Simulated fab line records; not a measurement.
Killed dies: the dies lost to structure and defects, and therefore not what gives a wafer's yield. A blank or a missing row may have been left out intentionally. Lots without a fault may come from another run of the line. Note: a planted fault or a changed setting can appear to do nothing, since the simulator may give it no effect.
fab line records :: flow sky130
[record]
  lots = 7
  wafers = 21
  last-day = 50
route steps=708 shown VT_ADJUST_LVTN@104
lots that met no fault: taken from a fault-free run of the same line
start-h: hours from the record's opening day to when the first of the lot's shown wafers began :: wait-h: how many hours have passed since the lot's step before this one :: " the same as in the row above :: L1.1+2: several wafers, shown together as one row :: - no value, or no start given :: * or withheld: withheld :: < > ~ a bound
route shown NAME@n: NAME is a module with steps in the file, n the number in the route of the first one :: usual: average and standard deviation across the fault-free wafers :: same: alike in all rows :: chamber/n: place in a boat :: sites: each site's reading :: _std_site: how widely they spread, as a standard deviation :: _edge_site: outer sites' mean less inner sites' :: radius-mm: for every site, how far away it sits from the centre of the wafer :: mask NAME#n: copy n :: behind: the last tool/chamber to shape the wafer :: hold: cause of the lot's hold/its duration in hours/its outcome :: device: the transistor (n, p or np) that didn't switch :: end of line: tests run on the same wafers once the route is complete :: a step with no rows: only its recipe :: killed: dies that structure and defects cost at the first sort, which is not the same as the wafer's yield :: map: a wafer's dies, marking killed ones x, the rest . and places with no die _
set.NAME: the setting the step ran with; set.NAME@STEP: the setting that earlier step ran with :: model.NAME: the simulator's own value behind a step, which no gauge read
certain route steps with their lots: each step a table, each wafer a row
services: a tool's chamber out of use, with start hour (start-h, from the record's first day; less than 0 if before it), hours out, and reason
[[steps]]
[step SKY_VT_ADJUST_LVTN_OVL_MEAS_07]
[usual]
  VT_ADJUST_LVTN_OVL = 0.5/1.8
lot.wafer: L916.1
tool: overlay-02
chamber: -
start-h: 149.33
wait-h: -
VT_ADJUST_LVTN_OVL[nm]: -0.9

lot.wafer: L916.3
tool: overlay-02
chamber: -
start-h: 149.33
wait-h: -
VT_ADJUST_LVTN_OVL[nm]: 1.6

lot.wafer: L916.6
tool: overlay-02
chamber: -
start-h: 149.33
wait-h: -
VT_ADJUST_LVTN_OVL[nm]: -0.5

lot.wafer: L926.2
tool: overlay-02
chamber: -
start-h: 216.04
wait-h: -
VT_ADJUST_LVTN_OVL[nm]: -3.4

lot.wafer: L926.3
tool: overlay-02
chamber: -
start-h: 216.04
wait-h: -
VT_ADJUST_LVTN_OVL[nm]: -3.0

lot.wafer: L926.5
tool: overlay-02
chamber: -
start-h: 216.04
wait-h: -
VT_ADJUST_LVTN_OVL[nm]: -2.5

lot.wafer: L927.1
tool: overlay-02
chamber: -
start-h: 217.49
wait-h: -
VT_ADJUST_LVTN_OVL[nm]: -0.3

lot.wafer: L927.3
tool: overlay-02
chamber: -
start-h: 217.49
wait-h: -
VT_ADJUST_LVTN_OVL[nm]: -1.3

lot.wafer: L927.4
tool: overlay-02
chamber: -
start-h: 217.49
wait-h: -
VT_ADJUST_LVTN_OVL[nm]: 1.2

lot.wafer: L928.3
tool: overlay-01
chamber: -
start-h: 226.85
wait-h: -
VT_ADJUST_LVTN_OVL[nm]: 2.5

lot.wafer: L928.4
tool: overlay-01
chamber: -
start-h: 226.85
wait-h: -
VT_ADJUST_LVTN_OVL[nm]: 2.6

lot.wafer: L928.6
tool: overlay-01
chamber: -
start-h: 226.85
wait-h: -
VT_ADJUST_LVTN_OVL[nm]: 2.8

lot.wafer: L933.3
tool: overlay-01
chamber: -
start-h: 262.50
wait-h: -
VT_ADJUST_LVTN_OVL[nm]: -2.7

lot.wafer: L933.5
tool: overlay-01
chamber: -
start-h: 262.50
wait-h: -
VT_ADJUST_LVTN_OVL[nm]: -2.3

lot.wafer: L933.6
tool: overlay-01
chamber: -
start-h: 262.50
wait-h: -
VT_ADJUST_LVTN_OVL[nm]: -3.8

lot.wafer: L935.3
tool: overlay-02
chamber: -
start-h: 279.17
wait-h: -
VT_ADJUST_LVTN_OVL[nm]: -0.2

lot.wafer: L935.5
tool: overlay-02
chamber: -
start-h: 279.17
wait-h: -
VT_ADJUST_LVTN_OVL[nm]: -0.7

lot.wafer: L935.6
tool: overlay-02
chamber: -
start-h: 279.17
wait-h: -
VT_ADJUST_LVTN_OVL[nm]: -1.8

lot.wafer: L938.1
tool: overlay-01
chamber: -
start-h: 295.20
wait-h: -
VT_ADJUST_LVTN_OVL[nm]: 0.9

lot.wafer: L938.2
tool: overlay-01
chamber: -
start-h: 295.20
wait-h: -
VT_ADJUST_LVTN_OVL[nm]: 0.7

lot.wafer: L938.3
tool: overlay-01
chamber: -
start-h: 295.20
wait-h: -
VT_ADJUST_LVTN_OVL[nm]: 1.6
[step SKY_VT_ADJUST_LVTN_IMPLANT_08]
[recipe]
  species = B
  energy-kev = 30
  dose-cm2 = 1.57e+12
  tilt-deg = withheld
[step SKY_VT_ADJUST_LVTN_STRIP_09]
[recipe]
  chemistry = O2/N2
  power-w = 1400
  pressure-mtorr = 1500
  platen-temp-c = withheld
  o2-flow-sccm = 3000
  n2-flow-sccm = 300
  overash-fraction = 0.5
[usual]
  drypump-motor-current-A = 5.7/0.4
  oes-product-au = 0.722/0.0039
  strip-time-to-endpoint-s = 36.95/0.11
lot.wafer: L916.1
tool: plasma-asher-02
chamber: 0
start-h: 149.52
wait-h: 0.1
drypump-motor-current-A: 5.6
oes-product-au: 0.713
rf-hours-counter-h: 3
strip-time-to-endpoint-s: 36.91

lot.wafer: L916.3
tool: plasma-asher-02
chamber: 1
start-h: 149.52
wait-h: 0.1
drypump-motor-current-A: 5.7
oes-product-au: 0.716
rf-hours-counter-h: -
strip-time-to-endpoint-s: 36.92

lot.wafer: L916.6
tool: plasma-asher-02
chamber: 0
start-h: 149.52
wait-h: 0.1
drypump-motor-current-A: 5.6
oes-product-au: 0.725
rf-hours-counter-h: -
strip-time-to-endpoint-s: 36.92

lot.wafer: L926.2
tool: plasma-asher-02
chamber: 1
start-h: 216.22
wait-h: 0.1
drypump-motor-current-A: 5.6
oes-product-au: 0.732
rf-hours-counter-h: 10
strip-time-to-endpoint-s: 37.07

lot.wafer: L926.3
tool: plasma-asher-02
chamber: 1
start-h: 216.22
wait-h: 0.1
drypump-motor-current-A: 5.6
oes-product-au: 0.721
rf-hours-counter-h: -
strip-time-to-endpoint-s: 37.11

lot.wafer: L926.5
tool: plasma-asher-02
chamber: 0
start-h: 216.22
wait-h: 0.1
drypump-motor-current-A: 5.6
oes-product-au: 0.726
rf-hours-counter-h: -
strip-time-to-endpoint-s: 37.02

lot.wafer: L927.1
tool: plasma-asher-02
chamber: 0
start-h: 217.67
wait-h: 0.1
drypump-motor-current-A: 5.6
oes-product-au: 0.719
rf-hours-counter-h: 10
strip-time-to-endpoint-s: 36.98

lot.wafer: L927.3
tool: plasma-asher-02
chamber: 1
start-h: 217.67
wait-h: 0.1
drypump-motor-current-A: 5.6
oes-product-au: 0.723
rf-hours-counter-h: -
strip-time-to-endpoint-s: 36.89

lot.wafer: L927.4
tool: plasma-asher-02
chamber: 0
start-h: 217.67
wait-h: 0.1
drypump-motor-current-A: 5.6
oes-product-au: 0.727
rf-hours-counter-h: -
strip-time-to-endpoint-s: 36.88

lot.wafer: L928.3
tool: plasma-asher-03
chamber: 1
start-h: 227.05
wait-h: 0.1
drypump-motor-current-A: 6.7
oes-product-au: 0.722
rf-hours-counter-h: -
strip-time-to-endpoint-s: 37.10

lot.wafer: L928.4
tool: plasma-asher-03
chamber: 0
start-h: 227.05
wait-h: 0.1
drypump-motor-current-A: 5.7
oes-product-au: 0.721
rf-hours-counter-h: -
strip-time-to-endpoint-s: 37.11

lot.wafer: L928.6
tool: plasma-asher-03
chamber: 0
start-h: 227.05
wait-h: 0.1
drypump-motor-current-A: 5.7
oes-product-au: 0.725
rf-hours-counter-h: -
strip-time-to-endpoint-s: 37.18

lot.wafer: L933.3
tool: plasma-asher-01
chamber: 1
start-h: 262.71
wait-h: 0.1
drypump-motor-current-A: 5.4
oes-product-au: 0.720
rf-hours-counter-h: -
strip-time-to-endpoint-s: 36.86

lot.wafer: L933.5
tool: plasma-asher-01
chamber: 1
start-h: 262.71
wait-h: 0.1
drypump-motor-current-A: 5.4
oes-product-au: 0.718
rf-hours-counter-h: -
strip-time-to-endpoint-s: 36.77

lot.wafer: L933.6
tool: plasma-asher-01
chamber: 0
start-h: 262.71
wait-h: 0.1
drypump-motor-current-A: 5.3
oes-product-au: 0.730
rf-hours-counter-h: -
strip-time-to-endpoint-s: 36.88

lot.wafer: L935.3
tool: plasma-asher-02
chamber: 0
start-h: 279.37
wait-h: 0.1
drypump-motor-current-A: 5.6
oes-product-au: 0.718
rf-hours-counter-h: -
strip-time-to-endpoint-s: 36.88

lot.wafer: L935.5
tool: plasma-asher-02
chamber: 1
start-h: 279.37
wait-h: 0.1
drypump-motor-current-A: 5.6
oes-product-au: 0.725
rf-hours-counter-h: -
strip-time-to-endpoint-s: 37.02

lot.wafer: L935.6
tool: plasma-asher-02
chamber: 0
start-h: 279.37
wait-h: 0.1
drypump-motor-current-A: 5.6
oes-product-au: 0.721
rf-hours-counter-h: -
strip-time-to-endpoint-s: 36.84

lot.wafer: L938.1
tool: plasma-asher-01
chamber: 0
start-h: 295.39
wait-h: 0.1
drypump-motor-current-A: 5.2
oes-product-au: 0.724
rf-hours-counter-h: 49
strip-time-to-endpoint-s: 36.75

lot.wafer: L938.2
tool: plasma-asher-01
chamber: 1
start-h: 295.39
wait-h: 0.1
drypump-motor-current-A: 5.4
oes-product-au: 0.726
rf-hours-counter-h: 49
strip-time-to-endpoint-s: 36.93

lot.wafer: L938.3
tool: plasma-asher-01
chamber: 1
start-h: 295.39
wait-h: 0.1
drypump-motor-current-A: 5.4
oes-product-au: 0.727
rf-hours-counter-h: -
strip-time-to-endpoint-s: 36.89
[step SKY_VT_ADJUST_LVTN_TW_MEAS_10]
[usual]
  VT_ADJUST_LVTN_TW = 241/3.4
lot.wafer: L916.1
tool: film-metro-03
chamber: -
start-h: 149.62
wait-h: 0.1
VT_ADJUST_LVTN_TW: 239

lot.wafer: L916.3
tool: film-metro-03
chamber: -
start-h: 149.62
wait-h: 0.1
VT_ADJUST_LVTN_TW: 239

lot.wafer: L916.6
tool: film-metro-03
chamber: -
start-h: 149.62
wait-h: 0.1
VT_ADJUST_LVTN_TW: 239

lot.wafer: L926.2
tool: film-metro-03
chamber: -
start-h: 216.33
wait-h: 0.1
VT_ADJUST_LVTN_TW: 236

lot.wafer: L926.3
tool: film-metro-03
chamber: -
start-h: 216.33
wait-h: 0.1
VT_ADJUST_LVTN_TW: 237

lot.wafer: L926.5
tool: film-metro-03
chamber: -
start-h: 216.33
wait-h: 0.1
VT_ADJUST_LVTN_TW: 236

lot.wafer: L927.1
tool: film-metro-03
chamber: -
start-h: 217.77
wait-h: 0.1
VT_ADJUST_LVTN_TW: 236

lot.wafer: L927.3
tool: film-metro-03
chamber: -
start-h: 217.77
wait-h: 0.1
VT_ADJUST_LVTN_TW: 236

lot.wafer: L927.4
tool: film-metro-03
chamber: -
start-h: 217.77
wait-h: 0.1
VT_ADJUST_LVTN_TW: 237

lot.wafer: L928.3
tool: film-metro-01
chamber: -
start-h: 227.14
wait-h: 0.1
VT_ADJUST_LVTN_TW: 241

lot.wafer: L928.4
tool: film-metro-01
chamber: -
start-h: 227.14
wait-h: 0.1
VT_ADJUST_LVTN_TW: 241

lot.wafer: L928.6
tool: film-metro-01
chamber: -
start-h: 227.14
wait-h: 0.1
VT_ADJUST_LVTN_TW: 242

lot.wafer: L933.3
tool: film-metro-03
chamber: -
start-h: 262.79
wait-h: 0.1
VT_ADJUST_LVTN_TW: 238

lot.wafer: L933.5
tool: film-metro-03
chamber: -
start-h: 262.79
wait-h: 0.1
VT_ADJUST_LVTN_TW: 239

lot.wafer: L933.6
tool: film-metro-03
chamber: -
start-h: 262.79
wait-h: 0.1
VT_ADJUST_LVTN_TW: 237

lot.wafer: L935.3
tool: film-metro-03
chamber: -
start-h: 279.46
wait-h: 0.1
VT_ADJUST_LVTN_TW: 240

lot.wafer: L935.5
tool: film-metro-03
chamber: -
start-h: 279.46
wait-h: 0.1
VT_ADJUST_LVTN_TW: 238

lot.wafer: L935.6
tool: film-metro-03
chamber: -
start-h: 279.46
wait-h: 0.1
VT_ADJUST_LVTN_TW: 238

lot.wafer: L938.1
tool: film-metro-04
chamber: -
start-h: 295.49
wait-h: 0.1
VT_ADJUST_LVTN_TW: 244

lot.wafer: L938.2
tool: film-metro-04
chamber: -
start-h: 295.49
wait-h: 0.1
VT_ADJUST_LVTN_TW: 246

lot.wafer: L938.3
tool: film-metro-04
chamber: -
start-h: 295.49
wait-h: 0.1
VT_ADJUST_LVTN_TW: 245
[step SKY_VT_ADJUST_LVTN_DEHYDRATE_11]
[recipe]
  temp-c = 200
  time-s = 60
[step SKY_VT_ADJUST_LVTN_HMDS_12]
[recipe]
  prime-time-s = 60
  prime-temp-c = 120
[step SKY_VT_ADJUST_LVTN_COAT_13]
[recipe]
  resist = NOVOLAK
  spin-rpm = 3000
  resist-thk-nm = 1140
[step SKY_VT_ADJUST_LVTN_SOFTBAKE_14]
[recipe]
  temp-c = 90
  time-s = 60
  resist = NOVOLAK
[step SKY_VT_ADJUST_LVTN_EXPOSE_15]
[recipe]
  mask-id = HVN_STD_DERIVED
  na = 0.6
  source-shape = conventional
  sigma-outer = 0.6
  polarization = unpolarized
  target-cd-nm = 600
  dose-mj = 163
[step SKY_VT_ADJUST_LVTN_PEB_16]
[recipe]
  temp-c = withheld
  time-s = *
  resist = NOVOLAK
[step SKY_VT_ADJUST_LVTN_DEVELOP_17]
[recipe]
  resist = NOVOLAK
  developer = TMAH
  develop-time-s = 60
  dev-temp-c = 23
[step SKY_VT_ADJUST_LVTN_OVL_MEAS_18]
[usual]
  VT_ADJUST_LVTN_01_OVL = 0.0/1.4
lot.wafer: L916.1
tool: overlay-01
chamber: -
start-h: 169.25
wait-h: 0.1
VT_ADJUST_LVTN_01_OVL[nm]: 0.1

lot.wafer: L916.3
tool: overlay-01
chamber: -
start-h: 169.25
wait-h: 0.1
VT_ADJUST_LVTN_01_OVL[nm]: -0.9

lot.wafer: L916.6
tool: overlay-01
chamber: -
start-h: 169.25
wait-h: 0.1
VT_ADJUST_LVTN_01_OVL[nm]: 1.0

lot.wafer: L926.2
tool: overlay-01
chamber: -
start-h: 239.34
wait-h: 0.1
VT_ADJUST_LVTN_01_OVL[nm]: 2.7

lot.wafer: L926.3
tool: overlay-01
chamber: -
start-h: 239.34
wait-h: 0.1
VT_ADJUST_LVTN_01_OVL[nm]: 4.8

lot.wafer: L926.5
tool: overlay-01
chamber: -
start-h: 239.34
wait-h: 0.1
VT_ADJUST_LVTN_01_OVL[nm]: 1.7

lot.wafer: L927.1
tool: overlay-01
chamber: -
start-h: 240.74
wait-h: 0.1
VT_ADJUST_LVTN_01_OVL[nm]: -1.9

lot.wafer: L927.3
tool: overlay-01
chamber: -
start-h: 240.74
wait-h: 0.1
VT_ADJUST_LVTN_01_OVL[nm]: 1.2

lot.wafer: L927.4
tool: overlay-01
chamber: -
start-h: 240.74
wait-h: 0.1
VT_ADJUST_LVTN_01_OVL[nm]: 1.2

lot.wafer: L928.3
tool: overlay-01
chamber: -
start-h: 250.70
wait-h: 0.1
VT_ADJUST_LVTN_01_OVL[nm]: -0.6

lot.wafer: L928.4
tool: overlay-01
chamber: -
start-h: 250.70
wait-h: 0.1
VT_ADJUST_LVTN_01_OVL[nm]: 0.3

lot.wafer: L928.6
tool: overlay-01
chamber: -
start-h: 250.70
wait-h: 0.1
VT_ADJUST_LVTN_01_OVL[nm]: 1.3

lot.wafer: L933.3
tool: overlay-01
chamber: -
start-h: 286.42
wait-h: 0.1
VT_ADJUST_LVTN_01_OVL[nm]: 1.6

lot.wafer: L933.5
tool: overlay-01
chamber: -
start-h: 286.42
wait-h: 0.1
VT_ADJUST_LVTN_01_OVL[nm]: 2.1

lot.wafer: L933.6
tool: overlay-01
chamber: -
start-h: 286.42
wait-h: 0.1
VT_ADJUST_LVTN_01_OVL[nm]: 1.0

lot.wafer: L935.3
tool: overlay-02
chamber: -
start-h: 303.57
wait-h: 0.1
VT_ADJUST_LVTN_01_OVL[nm]: -0.6

lot.wafer: L935.5
tool: overlay-02
chamber: -
start-h: 303.57
wait-h: 0.1
VT_ADJUST_LVTN_01_OVL[nm]: -3.3

lot.wafer: L935.6
tool: overlay-02
chamber: -
start-h: 303.57
wait-h: 0.1
VT_ADJUST_LVTN_01_OVL[nm]: 0.8

lot.wafer: L938.1
tool: overlay-02
chamber: -
start-h: 320.64
wait-h: 0.1
VT_ADJUST_LVTN_01_OVL[nm]: -1.8

lot.wafer: L938.2
tool: overlay-02
chamber: -
start-h: 320.64
wait-h: 0.1
VT_ADJUST_LVTN_01_OVL[nm]: -1.3

lot.wafer: L938.3
tool: overlay-02
chamber: -
start-h: 320.64
wait-h: 0.1
VT_ADJUST_LVTN_01_OVL[nm]: -1.8
[step SKY_VT_ADJUST_LVTN_IMPLANT_19]
[recipe]
  species = B
  energy-kev = 30
  dose-cm2 = 6.5e+11
  tilt-deg = withheld
[usual]
  beam-energy-keV = 29.999/0.0084
  beam-on-s = 10.01/0.2
lot.wafer: L916.1
tool: implanter-04
chamber: 0
start-h: 169.29
wait-h: 0.0
beam-energy-keV: 30.001
beam-on-s: 9.93

lot.wafer: L916.3
tool: implanter-04
chamber: 0
start-h: 169.29
wait-h: 0.0
beam-energy-keV: 30.007
beam-on-s: 9.83

lot.wafer: L916.6
tool: implanter-04
chamber: 0
start-h: 169.29
wait-h: 0.0
beam-energy-keV: 30.010
beam-on-s: 9.92

lot.wafer: L926.2
tool: implanter-01
chamber: -
start-h: 239.40
wait-h: 0.0
beam-energy-keV: -
beam-on-s: -

lot.wafer: L926.3
tool: implanter-01
chamber: -
start-h: 239.40
wait-h: 0.0
beam-energy-keV: -
beam-on-s: -

lot.wafer: L926.5
tool: implanter-01
chamber: -
start-h: 239.40
wait-h: 0.0
beam-energy-keV: -
beam-on-s: -

lot.wafer: L927.1
tool: implanter-04
chamber: -
start-h: 240.77
wait-h: 0.0
beam-energy-keV: -
beam-on-s: -

lot.wafer: L927.3
tool: implanter-04
chamber: -
start-h: 240.77
wait-h: 0.0
beam-energy-keV: -
beam-on-s: -

lot.wafer: L927.4
tool: implanter-04
chamber: -
start-h: 240.77
wait-h: 0.0
beam-energy-keV: -
beam-on-s: -

lot.wafer: L928.3
tool: implanter-04
chamber: -
start-h: 250.77
wait-h: 0.1
beam-energy-keV: -
beam-on-s: -

lot.wafer: L928.4
tool: implanter-04
chamber: -
start-h: 250.77
wait-h: 0.1
beam-energy-keV: -
beam-on-s: -

lot.wafer: L928.6
tool: implanter-04
chamber: -
start-h: 250.77
wait-h: 0.1
beam-energy-keV: -
beam-on-s: -

lot.wafer: L933.3
tool: implanter-01
chamber: 0
start-h: 286.49
wait-h: 0.1
beam-energy-keV: 29.995
beam-on-s: 9.85

lot.wafer: L933.5
tool: implanter-01
chamber: 0
start-h: 286.49
wait-h: 0.1
beam-energy-keV: 29.989
beam-on-s: 9.75

lot.wafer: L933.6
tool: implanter-01
chamber: 0
start-h: 286.49
wait-h: 0.1
beam-energy-keV: 30.005
beam-on-s: 10.35

lot.wafer: L935.3
tool: implanter-01
chamber: 0
start-h: 303.64
wait-h: 0.1
beam-energy-keV: 30.006
beam-on-s: 9.87

lot.wafer: L935.5
tool: implanter-01
chamber: 0
start-h: 303.64
wait-h: 0.1
beam-energy-keV: 30.003
beam-on-s: 10.18

lot.wafer: L935.6
tool: implanter-01
chamber: 0
start-h: 303.64
wait-h: 0.1
beam-energy-keV: 29.998
beam-on-s: 10.04

lot.wafer: L938.1
tool: implanter-02
chamber: 0
start-h: 320.67
wait-h: 0.0
beam-energy-keV: 29.997
beam-on-s: 9.79

lot.wafer: L938.2
tool: implanter-02
chamber: 0
start-h: 320.67
wait-h: 0.0
beam-energy-keV: 30.015
beam-on-s: 10.06

lot.wafer: L938.3
tool: implanter-02
chamber: 0
start-h: 320.67
wait-h: 0.0
beam-energy-keV: 29.983
beam-on-s: 10.10
[step SKY_VT_ADJUST_LVTN_STRIP_20]
[recipe]
  chemistry = O2/N2
  power-w = 1400
  pressure-mtorr = 1500
  platen-temp-c = withheld
  o2-flow-sccm = 3000
  n2-flow-sccm = 300
  overash-fraction = 0.5
[usual]
  drypump-motor-current-A = 5.7/0.45
  oes-product-au = 0.716/0.0045
  strip-time-to-endpoint-s = 14.19/0.046
lot.wafer: L916.1
tool: plasma-asher-03
chamber: 0
start-h: 169.44
wait-h: 0.1
drypump-motor-current-A: 5.7
oes-product-au: 0.714
rf-hours-counter-h: 47
strip-time-to-endpoint-s: 14.16

lot.wafer: L916.3
tool: plasma-asher-03
chamber: 0
start-h: 169.44
wait-h: 0.1
drypump-motor-current-A: 5.7
oes-product-au: 0.718
rf-hours-counter-h: -
strip-time-to-endpoint-s: 14.13

lot.wafer: L916.6
tool: plasma-asher-03
chamber: 1
start-h: 169.44
wait-h: 0.1
drypump-motor-current-A: 6.7
oes-product-au: 0.722
rf-hours-counter-h: -
strip-time-to-endpoint-s: 14.12

lot.wafer: L926.2
tool: plasma-asher-03
chamber: 1
start-h: 239.52
wait-h: 0.1
drypump-motor-current-A: 6.7
oes-product-au: 0.723
rf-hours-counter-h: 54
strip-time-to-endpoint-s: 14.23

lot.wafer: L926.3
tool: plasma-asher-03
chamber: 0
start-h: 239.52
wait-h: 0.1
drypump-motor-current-A: 5.8
oes-product-au: 0.709
rf-hours-counter-h: -
strip-time-to-endpoint-s: 14.18

lot.wafer: L926.5
tool: plasma-asher-03
chamber: 1
start-h: 239.52
wait-h: 0.1
drypump-motor-current-A: 6.7
oes-product-au: 0.724
rf-hours-counter-h: -
strip-time-to-endpoint-s: 14.21

lot.wafer: L927.1
tool: plasma-asher-03
chamber: 0
start-h: 240.92
wait-h: 0.1
drypump-motor-current-A: 5.7
oes-product-au: 0.715
rf-hours-counter-h: 54
strip-time-to-endpoint-s: 14.28

lot.wafer: L927.3
tool: plasma-asher-03
chamber: 0
start-h: 240.92
wait-h: 0.1
drypump-motor-current-A: 5.7
oes-product-au: 0.718
rf-hours-counter-h: -
strip-time-to-endpoint-s: 14.27

lot.wafer: L927.4
tool: plasma-asher-03
chamber: 1
start-h: 240.92
wait-h: 0.1
drypump-motor-current-A: 6.7
oes-product-au: 0.713
rf-hours-counter-h: -
strip-time-to-endpoint-s: 14.26

lot.wafer: L928.3
tool: plasma-asher-02
chamber: 0
start-h: 250.90
wait-h: 0.1
drypump-motor-current-A: 5.6
oes-product-au: 0.713
rf-hours-counter-h: -
strip-time-to-endpoint-s: 14.15

lot.wafer: L928.4
tool: plasma-asher-02
chamber: 1
start-h: 250.90
wait-h: 0.1
drypump-motor-current-A: 5.6
oes-product-au: 0.711
rf-hours-counter-h: -
strip-time-to-endpoint-s: 14.20

lot.wafer: L928.6
tool: plasma-asher-02
chamber: 1
start-h: 250.90
wait-h: 0.1
drypump-motor-current-A: 5.7
oes-product-au: 0.719
rf-hours-counter-h: -
strip-time-to-endpoint-s: 14.15

lot.wafer: L933.3
tool: plasma-asher-01
chamber: 1
start-h: 286.62
wait-h: 0.1
drypump-motor-current-A: 5.4
oes-product-au: 0.714
rf-hours-counter-h: -
strip-time-to-endpoint-s: 14.24

lot.wafer: L933.5
tool: plasma-asher-01
chamber: 1
start-h: 286.62
wait-h: 0.1
drypump-motor-current-A: 5.4
oes-product-au: 0.722
rf-hours-counter-h: -
strip-time-to-endpoint-s: 14.25

lot.wafer: L933.6
tool: plasma-asher-01
chamber: 0
start-h: 286.62
wait-h: 0.1
drypump-motor-current-A: 5.3
oes-product-au: 0.714
rf-hours-counter-h: -
strip-time-to-endpoint-s: 14.23

lot.wafer: L935.3
tool: plasma-asher-02
chamber: 0
start-h: 303.77
wait-h: 0.1
drypump-motor-current-A: 5.6
oes-product-au: 0.711
rf-hours-counter-h: -
strip-time-to-endpoint-s: 14.21

lot.wafer: L935.5
tool: plasma-asher-02
chamber: 0
start-h: 303.77
wait-h: 0.1
drypump-motor-current-A: 5.6
oes-product-au: 0.716
rf-hours-counter-h: -
strip-time-to-endpoint-s: 14.25

lot.wafer: L935.6
tool: plasma-asher-02
chamber: 1
start-h: 303.77
wait-h: 0.1
drypump-motor-current-A: 5.6
oes-product-au: 0.715
rf-hours-counter-h: -
strip-time-to-endpoint-s: 14.19

lot.wafer: L938.1
tool: plasma-asher-01
chamber: 1
start-h: 320.82
wait-h: 0.1
drypump-motor-current-A: 5.4
oes-product-au: 0.715
rf-hours-counter-h: 51
strip-time-to-endpoint-s: 14.19

lot.wafer: L938.2
tool: plasma-asher-01
chamber: 0
start-h: 320.82
wait-h: 0.1
drypump-motor-current-A: 5.3
oes-product-au: 0.714
rf-hours-counter-h: 51
strip-time-to-endpoint-s: 14.18

lot.wafer: L938.3
tool: plasma-asher-01
chamber: 0
start-h: 320.82
wait-h: 0.1
drypump-motor-current-A: 5.3
oes-product-au: 0.726
rf-hours-counter-h: -
strip-time-to-endpoint-s: 14.14
[step SKY_VT_ADJUST_LVTN_TW_MEAS_21]
[usual]
  VT_ADJUST_LVTN_2_TW = 188.3/3
lot.wafer: L916.1
tool: film-metro-01
chamber: -
start-h: 169.54
wait-h: 0.1
VT_ADJUST_LVTN_2_TW: 188.9

lot.wafer: L916.3
tool: film-metro-01
chamber: -
start-h: 169.54
wait-h: 0.1
VT_ADJUST_LVTN_2_TW: 187.2

lot.wafer: L916.6
tool: film-metro-01
chamber: -
start-h: 169.54
wait-h: 0.1
VT_ADJUST_LVTN_2_TW: 187.8

lot.wafer: L926.2
tool: film-metro-01
chamber: -
start-h: 239.63
wait-h: 0.1
VT_ADJUST_LVTN_2_TW: 30.2

lot.wafer: L926.3
tool: film-metro-01
chamber: -
start-h: 239.63
wait-h: 0.1
VT_ADJUST_LVTN_2_TW: 30.1

lot.wafer: L926.5
tool: film-metro-01
chamber: -
start-h: 239.63
wait-h: 0.1
VT_ADJUST_LVTN_2_TW: 30.1

lot.wafer: L927.1
tool: film-metro-04
chamber: -
start-h: 241.02
wait-h: 0.1
VT_ADJUST_LVTN_2_TW: 30.7

lot.wafer: L927.3
tool: film-metro-04
chamber: -
start-h: 241.02
wait-h: 0.1
VT_ADJUST_LVTN_2_TW: 30.8

lot.wafer: L927.4
tool: film-metro-04
chamber: -
start-h: 241.02
wait-h: 0.1
VT_ADJUST_LVTN_2_TW: 30.8

lot.wafer: L928.3
tool: film-metro-04
chamber: -
start-h: 250.99
wait-h: 0.1
VT_ADJUST_LVTN_2_TW: 30.7

lot.wafer: L928.4
tool: film-metro-04
chamber: -
start-h: 250.99
wait-h: 0.1
VT_ADJUST_LVTN_2_TW: 30.6

lot.wafer: L928.6
tool: film-metro-04
chamber: -
start-h: 250.99
wait-h: 0.1
VT_ADJUST_LVTN_2_TW: 30.8

lot.wafer: L933.3
tool: film-metro-04
chamber: -
start-h: 286.71
wait-h: 0.1
VT_ADJUST_LVTN_2_TW: 189.7

lot.wafer: L933.5
tool: film-metro-04
chamber: -
start-h: 286.71
wait-h: 0.1
VT_ADJUST_LVTN_2_TW: 191.0

lot.wafer: L933.6
tool: film-metro-04
chamber: -
start-h: 286.71
wait-h: 0.1
VT_ADJUST_LVTN_2_TW: 191.6

lot.wafer: L935.3
tool: film-metro-04
chamber: -
start-h: 303.86
wait-h: 0.1
VT_ADJUST_LVTN_2_TW: 189.9

lot.wafer: L935.5
tool: film-metro-04
chamber: -
start-h: 303.86
wait-h: 0.1
VT_ADJUST_LVTN_2_TW: 191.5

lot.wafer: L935.6
tool: film-metro-04
chamber: -
start-h: 303.86
wait-h: 0.1
VT_ADJUST_LVTN_2_TW: 191.0

lot.wafer: L938.1
tool: film-metro-03
chamber: -
start-h: 320.92
wait-h: 0.1
VT_ADJUST_LVTN_2_TW: 182.8

lot.wafer: L938.2
tool: film-metro-03
chamber: -
start-h: 320.92
wait-h: 0.1
VT_ADJUST_LVTN_2_TW: 185.1

lot.wafer: L938.3
tool: film-metro-03
chamber: -
start-h: 320.92
wait-h: 0.1
VT_ADJUST_LVTN_2_TW: 183.4
[[services]]
tool: plasma-asher-03
chamber: -
start-h: 136.37
hours: 2.6
kind: repair

tool: plasma-asher-01
chamber: -
start-h: 197.43
hours: 0.6
kind: repair

tool: implanter-01
chamber: -
start-h: 214.59
hours: 1.6
kind: repair

tool: implanter-01
chamber: -
start-h: 223.60
hours: 2.8
kind: pm

tool: implanter-02
chamber: -
start-h: 244.74
hours: 2.0
kind: repair

tool: implanter-02
chamber: -
start-h: 286.82
hours: 4.4
kind: pm

tool: plasma-asher-01
chamber: -
start-h: 311.64
hours: 1.0
kind: repair

tool: plasma-asher-02
chamber: -
start-h: 317.39
hours: 109.0
kind: repair
[[key]]
[first-sign]
  step = SKY_VT_ADJUST_LVTN_IMPLANT_19
  reading = tool-record
  direction = missing
[effect]
  step = SKY_VT_ADJUST_LVTN_TW_MEAS_21
  reading = VT_ADJUST_LVTN_2_TW
  direction = down
  sigmas = 53
  usual = 188.3
  struck = 30.5
met-at SKY_VT_ADJUST_LVTN_IMPLANT_19
struck-wafers L926.2,L926.3,L926.5,L927.1,L927.3,L927.4,L928.3,L928.4,L928.6
later-rows-left-out L926.2,L926.3,L926.5,L927.1,L927.3,L927.4,L928.3,L928.4,L928.6
sort-left-out L926.2,L926.3,L926.5,L927.1,L927.3,L927.4,L928.3,L928.4,L928.6
tester-left-out L926,L927,L928
onset-between 169.29 239.40
[fault]
  kind = skipped-step-whole
  tool = implanter-01,implanter-04
  chamber = -
  onset-h = 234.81
  steps = SKY_VT_ADJUST_LVTN_IMPLANT_19
  scope = struck-lots-only
// tester-left-out: of these lots the tester's yield and bins aren't shown, on N5 and GAA mostly nor the transistor test; their killed dies are dies lost to structure and defects alone, not to doping, threshold or leakage, so they don't give the yield
// sort-left-out: the simulated sort isn't trusted on such a fault, so these wafers' sort isn't shown, and their yield isn't known
// later-rows-left-out: the simulator's readings of these wafers behind a module that went badly wrong aren't trusted and aren't shown, but for the sort
